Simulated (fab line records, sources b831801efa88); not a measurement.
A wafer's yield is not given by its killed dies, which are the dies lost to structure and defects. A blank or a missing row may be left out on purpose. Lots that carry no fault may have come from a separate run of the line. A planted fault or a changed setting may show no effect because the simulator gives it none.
Matching of chambers -- flow sky130 -- SKY_FIELD_ISO_ETCH_17 on rieSi-02: 4 sister chambers
The step etches Si in HBr/Cl2/O2, target depth 342 nm, time 97.7 s. 20 wafers are shown with their chamber, then 10 later ones without.

== WAFERS, EACH WITH ITS CHAMBER ==
wafer,chamber,drypumpMotorCurrentA (A),oesProductAu (a.u.),throttleValvePct (%)
L074.2,0,6.4,0.990,25.662
L074.3,2,6.1,0.989,25.667
L074.6,2,6.1,1.005,25.654
L076.1,3,6.3,0.994,25.680
L076.2,1,5.3,0.990,25.667
L076.5,2,6.0,1.002,25.663
L079.2,3,6.3,0.977,25.657
L079.5,0,6.5,1.003,25.650
L079.6,1,5.2,0.992,25.667
L080.1,0,6.4,0.998,25.651
L080.3,3,6.3,0.983,25.659
L080.4,2,6.1,1.004,25.655
L082.1,2,6.0,1.002,25.670
L082.2,3,6.3,1.002,25.647
L082.4,0,6.5,1.011,25.653
L084.4,1,5.3,0.993,25.671
L084.5,0,6.4,1.000,25.658
L084.6,1,5.3,0.987,25.658
L086.2,1,5.2,1.000,25.648
L086.4,1,5.2,0.991,25.673

SIGNATURES, as means of the wafers listed above
reading,chamber 0,chamber 1,chamber 2,chamber 3,scatter within a chamber
drypumpMotorCurrentA,6.440,5.250,6.060,6.300,0.0494
oesProductAu,1.00040,0.99217,1.00040,0.98900,0.00738
throttleValvePct,25.65480,25.66400,25.66180,25.66075,0.00909
Rule: a wafer lies at a distance from a chamber equal to the root of the sum of squares, over the readings, of (its reading less the chamber's mean, divided by the reading's scatter). The wafer belongs to the nearest chamber; if the next one is less than 2 further off, it can't be placed. The scatter: take each reading less its chamber's mean, square it, sum over the shown wafers, divide by the number of wafers less the number of chambers, and take the root.

== WAFERS MISSING THEIR CHAMBER ==
wafer,drypumpMotorCurrentA (A),oesProductAu (a.u.),throttleValvePct (%)
L086.6,6.3,0.986,25.646
L089.2,5.2,0.982,25.677
L089.4,6.5,0.991,25.640
L089.5,6.3,0.974,25.680
L091.1,6.3,0.980,25.673
L091.2,6.5,1.003,25.664
L091.5,6.3,0.990,25.665
L093.1,6.3,0.987,25.659
L093.3,5.2,0.998,25.661
L093.4,6.1,1.002,25.671

== EACH ONE'S CHAMBER ==
wafer,from the rows above,in truth
L086.6,can't be placed: 3 or 0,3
L089.2,1,1
L089.4,0,0
L089.5,3,3
L091.1,3,3
L091.2,0,0
L091.5,3,3
L093.1,3,3
L093.3,1,1
L093.4,2,2
Correct placement for 9 of the 10. Unplaceable from these rows: 1, with the true chamber sitting among the candidates in 1. Number placed wrongly: 0.
